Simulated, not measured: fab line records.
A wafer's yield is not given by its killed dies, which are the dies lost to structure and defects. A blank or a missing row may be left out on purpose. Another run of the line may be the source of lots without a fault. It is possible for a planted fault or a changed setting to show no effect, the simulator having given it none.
fab line records :: flow sky130
record:
  lots: 5
  wafers: 15
  last-day: 50
route steps=708 shown VT_ADJUST_PCH@152 SONOS_TUNNEL@154
lots that met no fault: taken from a fault-free run of the same line
start-h: hours from the record's opening day to when the first of the lot's shown wafers began :: wait-h: hours elapsed since this lot's preceding step :: " same as the row above :: L1.1+2: a row that stands for several wafers :: - no value present, or no start provided :: * or withheld: withheld :: < > ~ a bound
route shown NAME@n: NAME is a module with steps in the file, n the number in the route of the first one :: usual: mean and standard deviation over wafers with no fault :: same: alike in all rows :: chamber/n: place in a boat :: sites: the reading at each site :: _std_site: the standard deviation of these :: _edge_site: outer sites' mean less inner sites' :: radius-mm: how far each site lies from the wafer's centre :: mask NAME#n: copy n :: behind: the most recent tool/chamber to have shaped the wafer :: hold: reason for holding the lot/hours on hold/outcome of the hold :: device: transistor that didn't switch, given as n, p or np :: end of line: the same wafers' tests at the end of the route :: a step without rows: its recipe alone :: killed: at the first sort, the dies lost to defects and structure; wafer yield is something else :: map: a wafer's dies, marking killed ones x, the rest . and places with no die _
set.NAME: the run value of the setting; set.NAME@STEP: its run value at that earlier step :: model.NAME: the simulator's own value behind a step, which no gauge read
certain route steps with their lots: each step a table, each wafer a row
services: a tool's chamber out of use, with start hour (start-h, from the record's first day; less than 0 if before it), hours out, and reason
== steps ==
step: SKY_VT_ADJUST_PCH_STRIP_09
recipe:
  chemistry: O2/N2
  power-w: 1400
  pressure-mtorr: 1500
  platen-temp-c: withheld
  o2-flow-sccm: 3000
  n2-flow-sccm: 300
  overash-fraction: 0.5
usual:
  drypump-motor-current-A: 5.6/0.36
  n2-flow-sccm: 300.0/1
  oes-product-au: 0.723/0.0043
  strip-time-to-endpoint-s: 36.93/0.078
lot.wafer: L646.1
tool: plasma-asher-02
chamber: 0
start-h: 293.63
wait-h: 0.1
drypump-motor-current-A: 5.6
n2-flow-sccm: 299.4
oes-product-au: 0.719
rf-hours-counter-h: 60
strip-time-to-endpoint-s: 36.92

lot.wafer: L646.2
tool: plasma-asher-02
chamber: 1
start-h: 293.63
wait-h: 0.1
drypump-motor-current-A: 5.1
n2-flow-sccm: 299.3
oes-product-au: 0.725
rf-hours-counter-h: 60
strip-time-to-endpoint-s: 36.88

lot.wafer: L646.5
tool: plasma-asher-02
chamber: 1
start-h: 293.63
wait-h: 0.1
drypump-motor-current-A: 5.1
n2-flow-sccm: 300.0
oes-product-au: 0.719
rf-hours-counter-h: -
strip-time-to-endpoint-s: 36.86

lot.wafer: L652.3
tool: plasma-asher-02
chamber: 0
start-h: 364.71
wait-h: 0.1
drypump-motor-current-A: 5.6
n2-flow-sccm: 299.8
oes-product-au: 0.720
rf-hours-counter-h: -
strip-time-to-endpoint-s: 36.94

lot.wafer: L652.5
tool: plasma-asher-02
chamber: 1
start-h: 364.71
wait-h: 0.1
drypump-motor-current-A: 5.0
n2-flow-sccm: 301.1
oes-product-au: 0.718
rf-hours-counter-h: -
strip-time-to-endpoint-s: 36.95

lot.wafer: L652.6
tool: plasma-asher-02
chamber: 0
start-h: 364.71
wait-h: 0.1
drypump-motor-current-A: 5.6
n2-flow-sccm: 300.0
oes-product-au: 0.722
rf-hours-counter-h: -
strip-time-to-endpoint-s: 36.86

lot.wafer: L656.3
tool: plasma-asher-02
chamber: 1
start-h: 372.46
wait-h: 0.1
drypump-motor-current-A: 5.1
n2-flow-sccm: 300.0
oes-product-au: 0.714
rf-hours-counter-h: -
strip-time-to-endpoint-s: 36.94

lot.wafer: L656.4
tool: plasma-asher-02
chamber: 0
start-h: 372.46
wait-h: 0.1
drypump-motor-current-A: 5.6
n2-flow-sccm: 300.8
oes-product-au: 0.725
rf-hours-counter-h: -
strip-time-to-endpoint-s: 36.96

lot.wafer: L656.5
tool: plasma-asher-02
chamber: 1
start-h: 372.46
wait-h: 0.1
drypump-motor-current-A: 5.1
n2-flow-sccm: 301.6
oes-product-au: 0.730
rf-hours-counter-h: -
strip-time-to-endpoint-s: 36.80

lot.wafer: L659.2
tool: plasma-asher-04
chamber: 1
start-h: 396.18
wait-h: 0.1
drypump-motor-current-A: 5.3
n2-flow-sccm: 300.3
oes-product-au: 0.724
rf-hours-counter-h: 75
strip-time-to-endpoint-s: 37.00

lot.wafer: L659.3
tool: plasma-asher-04
chamber: 0
start-h: 396.18
wait-h: 0.1
drypump-motor-current-A: 6.3
n2-flow-sccm: 299.5
oes-product-au: 0.724
rf-hours-counter-h: -
strip-time-to-endpoint-s: 36.99

lot.wafer: L659.5
tool: plasma-asher-04
chamber: 0
start-h: 396.18
wait-h: 0.1
drypump-motor-current-A: 6.3
n2-flow-sccm: 300.9
oes-product-au: 0.717
rf-hours-counter-h: -
strip-time-to-endpoint-s: 36.95

lot.wafer: L660.1
tool: plasma-asher-01
chamber: 0
start-h: 412.83
wait-h: 0.1
drypump-motor-current-A: 5.4
n2-flow-sccm: 300.6
oes-product-au: 0.724
rf-hours-counter-h: 62
strip-time-to-endpoint-s: 37.01

lot.wafer: L660.3
tool: plasma-asher-01
chamber: 1
start-h: 412.83
wait-h: 0.1
drypump-motor-current-A: 5.8
n2-flow-sccm: 299.5
oes-product-au: 0.723
rf-hours-counter-h: -
strip-time-to-endpoint-s: 37.03

lot.wafer: L660.4
tool: plasma-asher-01
chamber: 0
start-h: 412.83
wait-h: 0.1
drypump-motor-current-A: 5.4
n2-flow-sccm: 299.2
oes-product-au: 0.730
rf-hours-counter-h: -
strip-time-to-endpoint-s: 37.11
step: SKY_VT_ADJUST_PCH_TW_MEAS_10
usual:
  VT_ADJUST_PCH_TW: 143.1/1.5
lot.wafer: L646.1
tool: film-metro-03
chamber: -
start-h: 293.73
wait-h: 0.1
VT_ADJUST_PCH_TW: 141.9

lot.wafer: L646.2
tool: film-metro-03
chamber: -
start-h: 293.73
wait-h: 0.1
VT_ADJUST_PCH_TW: 141.2

lot.wafer: L646.5
tool: film-metro-03
chamber: -
start-h: 293.73
wait-h: 0.1
VT_ADJUST_PCH_TW: 141.8

lot.wafer: L652.3
tool: film-metro-02
chamber: -
start-h: 364.80
wait-h: 0.1
VT_ADJUST_PCH_TW: 144.2

lot.wafer: L652.5
tool: film-metro-02
chamber: -
start-h: 364.80
wait-h: 0.1
VT_ADJUST_PCH_TW: 144.5

lot.wafer: L652.6
tool: film-metro-02
chamber: -
start-h: 364.80
wait-h: 0.1
VT_ADJUST_PCH_TW: 144.1

lot.wafer: L656.3
tool: film-metro-02
chamber: -
start-h: 372.55
wait-h: 0.1
VT_ADJUST_PCH_TW: 143.9

lot.wafer: L656.4
tool: film-metro-02
chamber: -
start-h: 372.55
wait-h: 0.1
VT_ADJUST_PCH_TW: 144.3

lot.wafer: L656.5
tool: film-metro-02
chamber: -
start-h: 372.55
wait-h: 0.1
VT_ADJUST_PCH_TW: 144.7

lot.wafer: L659.2
tool: film-metro-04
chamber: -
start-h: 396.29
wait-h: 0.1
VT_ADJUST_PCH_TW: 142.0

lot.wafer: L659.3
tool: film-metro-04
chamber: -
start-h: 396.29
wait-h: 0.1
VT_ADJUST_PCH_TW: 141.9

lot.wafer: L659.5
tool: film-metro-04
chamber: -
start-h: 396.29
wait-h: 0.1
VT_ADJUST_PCH_TW: 142.5

lot.wafer: L660.1
tool: film-metro-02
chamber: -
start-h: 412.93
wait-h: 0.1
VT_ADJUST_PCH_TW: 143.7

lot.wafer: L660.3
tool: film-metro-02
chamber: -
start-h: 412.93
wait-h: 0.1
VT_ADJUST_PCH_TW: 144.5

lot.wafer: L660.4
tool: film-metro-02
chamber: -
start-h: 412.93
wait-h: 0.1
VT_ADJUST_PCH_TW: 144.2
step: SKY_SONOS_TUNNEL_DEHYDRATE_00
recipe:
  temp-c: 200
  time-s: 60
step: SKY_SONOS_TUNNEL_HMDS_01
recipe:
  prime-time-s: 60
  prime-temp-c: 120
step: SKY_SONOS_TUNNEL_COAT_02
recipe:
  resist: NOVOLAK
  spin-rpm: 3000
  resist-thk-nm: 1140
step: SKY_SONOS_TUNNEL_SOFTBAKE_03
recipe:
  temp-c: 90
  time-s: 60
  resist: NOVOLAK
step: SKY_SONOS_TUNNEL_EXPOSE_04
recipe:
  mask-id: TUNM
  na: 0.6
  source-shape: conventional
  sigma-outer: 0.6
  polarization: unpolarized
  target-cd-nm: 410
  dose-mj: 136
step: SKY_SONOS_TUNNEL_PEB_05
recipe:
  temp-c: withheld
  time-s: *
  resist: NOVOLAK
step: SKY_SONOS_TUNNEL_DEVELOP_06
recipe:
  resist: NOVOLAK
  developer: TMAH
  develop-time-s: 60
  dev-temp-c: 23
step: SKY_SONOS_TUNNEL_CD_MEAS_07
recipe:
  target-cd-nm: 410
usual:
  cd-nm: 409.5/2.2
lot.wafer: L646.1
tool: cd-sem-02
chamber: -
start-h: 318.84
wait-h: 0.1
cd-nm: 406.9

lot.wafer: L646.2
tool: cd-sem-02
chamber: -
start-h: 318.84
wait-h: 0.1
cd-nm: 408.3

lot.wafer: L646.5
tool: cd-sem-02
chamber: -
start-h: 318.84
wait-h: 0.1
cd-nm: 406.0

lot.wafer: L652.3
tool: cd-sem-01
chamber: -
start-h: 393.28
wait-h: 0.1
cd-nm: 408.8

lot.wafer: L652.5
tool: cd-sem-01
chamber: -
start-h: 393.28
wait-h: 0.1
cd-nm: 410.6

lot.wafer: L652.6
tool: cd-sem-01
chamber: -
start-h: 393.28
wait-h: 0.1
cd-nm: 408.7

lot.wafer: L656.3
tool: cd-sem-02
chamber: -
start-h: 401.43
wait-h: 0.1
cd-nm: 409.8

lot.wafer: L656.4
tool: cd-sem-02
chamber: -
start-h: 401.43
wait-h: 0.1
cd-nm: 407.4

lot.wafer: L656.5
tool: cd-sem-02
chamber: -
start-h: 401.43
wait-h: 0.1
cd-nm: 409.9

lot.wafer: L659.2
tool: cd-sem-01
chamber: -
start-h: 426.46
wait-h: 0.1
cd-nm: 411.8

lot.wafer: L659.3
tool: cd-sem-01
chamber: -
start-h: 426.46
wait-h: 0.1
cd-nm: 413.0

lot.wafer: L659.5
tool: cd-sem-01
chamber: -
start-h: 426.46
wait-h: 0.1
cd-nm: 409.5

lot.wafer: L660.1
tool: cd-sem-02
chamber: -
start-h: 442.84
wait-h: 0.1
cd-nm: 413.8

lot.wafer: L660.3
tool: cd-sem-02
chamber: -
start-h: 442.84
wait-h: 0.1
cd-nm: 413.5

lot.wafer: L660.4
tool: cd-sem-02
chamber: -
start-h: 442.84
wait-h: 0.1
cd-nm: 412.4
step: SKY_SONOS_TUNNEL_OVL_MEAS_08
usual:
  SONOS_TUNNEL_OVL: 0.2/1.2
lot.wafer: L646.1
tool: overlay-01
chamber: -
start-h: 318.96
wait-h: 0.1
SONOS_TUNNEL_OVL[nm]: -1.0

lot.wafer: L646.2
tool: overlay-01
chamber: -
start-h: 318.96
wait-h: 0.1
SONOS_TUNNEL_OVL[nm]: -1.7

lot.wafer: L646.5
tool: overlay-01
chamber: -
start-h: 318.96
wait-h: 0.1
SONOS_TUNNEL_OVL[nm]: -1.3

lot.wafer: L652.3
tool: overlay-02
chamber: -
start-h: 393.37
wait-h: 0.1
SONOS_TUNNEL_OVL[nm]: 1.2

lot.wafer: L652.5
tool: overlay-02
chamber: -
start-h: 393.37
wait-h: 0.1
SONOS_TUNNEL_OVL[nm]: 0.9

lot.wafer: L652.6
tool: overlay-02
chamber: -
start-h: 393.37
wait-h: 0.1
SONOS_TUNNEL_OVL[nm]: 1.0

lot.wafer: L656.3
tool: overlay-02
chamber: -
start-h: 401.52
wait-h: 0.1
SONOS_TUNNEL_OVL[nm]: -1.2

lot.wafer: L656.4
tool: overlay-02
chamber: -
start-h: 401.52
wait-h: 0.1
SONOS_TUNNEL_OVL[nm]: 1.0

lot.wafer: L656.5
tool: overlay-02
chamber: -
start-h: 401.52
wait-h: 0.1
SONOS_TUNNEL_OVL[nm]: -0.2

lot.wafer: L659.2
tool: overlay-01
chamber: -
start-h: 426.56
wait-h: 0.1
SONOS_TUNNEL_OVL[nm]: 1.5

lot.wafer: L659.3
tool: overlay-01
chamber: -
start-h: 426.56
wait-h: 0.1
SONOS_TUNNEL_OVL[nm]: 1.9

lot.wafer: L659.5
tool: overlay-01
chamber: -
start-h: 426.56
wait-h: 0.1
SONOS_TUNNEL_OVL[nm]: 0.7

lot.wafer: L660.1
tool: overlay-02
chamber: -
start-h: 442.96
wait-h: 0.1
SONOS_TUNNEL_OVL[nm]: 2.7

lot.wafer: L660.3
tool: overlay-02
chamber: -
start-h: 442.96
wait-h: 0.1
SONOS_TUNNEL_OVL[nm]: 1.8

lot.wafer: L660.4
tool: overlay-02
chamber: -
start-h: 442.96
wait-h: 0.1
SONOS_TUNNEL_OVL[nm]: 0.3
step: SKY_SONOS_TUNNEL_IMPLANT_09
recipe:
  species: B
  energy-kev: 20
  dose-cm2: 1e+12
  tilt-deg: withheld
step: SKY_SONOS_TUNNEL_WET_ETCH_10
recipe:
  chemistry: dHF
  target-depth-nm: 14
  target: SiO2
  dilution: 100:1
  temp-c: 25
  time-s: 280
usual:
  run-length-s: 308/3.7
lot.wafer: L646.1
tool: wet-bench-04
chamber: 1
start-h: 319.14
wait-h: 0.1
run-length-s: 306

lot.wafer: L646.2
tool: wet-bench-04
chamber: 1
start-h: 319.14
wait-h: 0.1
run-length-s: 306

lot.wafer: L646.5
tool: wet-bench-04
chamber: 1
start-h: 319.14
wait-h: 0.1
run-length-s: 306

lot.wafer: L652.3
tool: wet-bench-04
chamber: 2
start-h: 393.54
wait-h: 0.1
run-length-s: 113

lot.wafer: L652.5
tool: wet-bench-04
chamber: 2
start-h: 393.54
wait-h: 0.1
run-length-s: 113

lot.wafer: L652.6
tool: wet-bench-04
chamber: 2
start-h: 393.54
wait-h: 0.1
run-length-s: 113

lot.wafer: L656.3
tool: wet-bench-02
chamber: 1
start-h: 401.70
wait-h: 0.1
run-length-s: 306

lot.wafer: L656.4
tool: wet-bench-02
chamber: 1
start-h: 401.70
wait-h: 0.1
run-length-s: 306

lot.wafer: L656.5
tool: wet-bench-02
chamber: 1
start-h: 401.70
wait-h: 0.1
run-length-s: 306

lot.wafer: L659.2
tool: wet-bench-01
chamber: 3
start-h: 426.74
wait-h: 0.1
run-length-s: 312

lot.wafer: L659.3
tool: wet-bench-01
chamber: 3
start-h: 426.74
wait-h: 0.1
run-length-s: 312

lot.wafer: L659.5
tool: wet-bench-01
chamber: 3
start-h: 426.74
wait-h: 0.1
run-length-s: 312

lot.wafer: L660.1
tool: wet-bench-01
chamber: 2
start-h: 443.15
wait-h: 0.1
run-length-s: 305

lot.wafer: L660.3
tool: wet-bench-01
chamber: 2
start-h: 443.15
wait-h: 0.1
run-length-s: 305

lot.wafer: L660.4
tool: wet-bench-01
chamber: 2
start-h: 443.15
wait-h: 0.1
run-length-s: 305
step: SKY_SONOS_TUNNEL_STRIP_11
recipe:
  chemistry: SPM
  time-s: 600
  temp-c: 130
== services ==
tool: plasma-asher-02
chamber: -
start-h: 283.51
hours: 3.4
kind: repair

tool: plasma-asher-02
chamber: -
start-h: 382.16
hours: 3.8
kind: repair

tool: plasma-asher-02
chamber: -
start-h: 421.25
hours: 9.0
kind: pm

tool: plasma-asher-02
chamber: 0
start-h: 421.25
hours: 9.0
kind: vent-cycle

tool: plasma-asher-02
chamber: 1
start-h: 421.25
hours: 9.0
kind: vent-cycle

tool: plasma-asher-01
chamber: -
start-h: 428.32
hours: 2.8
kind: pm

tool: plasma-asher-02
chamber: 0
start-h: 430.25
hours: -
kind: clean

tool: plasma-asher-02
chamber: 1
start-h: 430.25
hours: -
kind: clean
== key ==
first-sign:
  step: SKY_SONOS_TUNNEL_WET_ETCH_10
  reading: run-length-s
  direction: down
  sigmas: 52
  usual: *
  struck: *
effect none on later readings
met-at SKY_SONOS_TUNNEL_WET_ETCH_10
struck-wafers L652.3,L652.5,L652.6
sort-left-out L652.3,L652.5,L652.6
tester-left-out L652
fault:
  kind: process-parameter-drift
  tool: wet-bench-04
  chamber: 2
  onset-h: 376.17
  steps: SKY_SONOS_TUNNEL_WET_ETCH_10
  channel: time-s
  offset: *
  shape: step
  end-h: 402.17
  acts-in: *
  stated: *
tester-left-out: of these lots the tester's yield and bins aren't shown, on N5 and GAA mostly nor the transistor test; their killed dies are dies lost to structure and defects alone, not to doping, threshold or leakage, so they don't give the yield
sort-left-out: the simulated sort isn't trusted on such a fault, so these wafers' sort isn't shown, and their yield isn't known
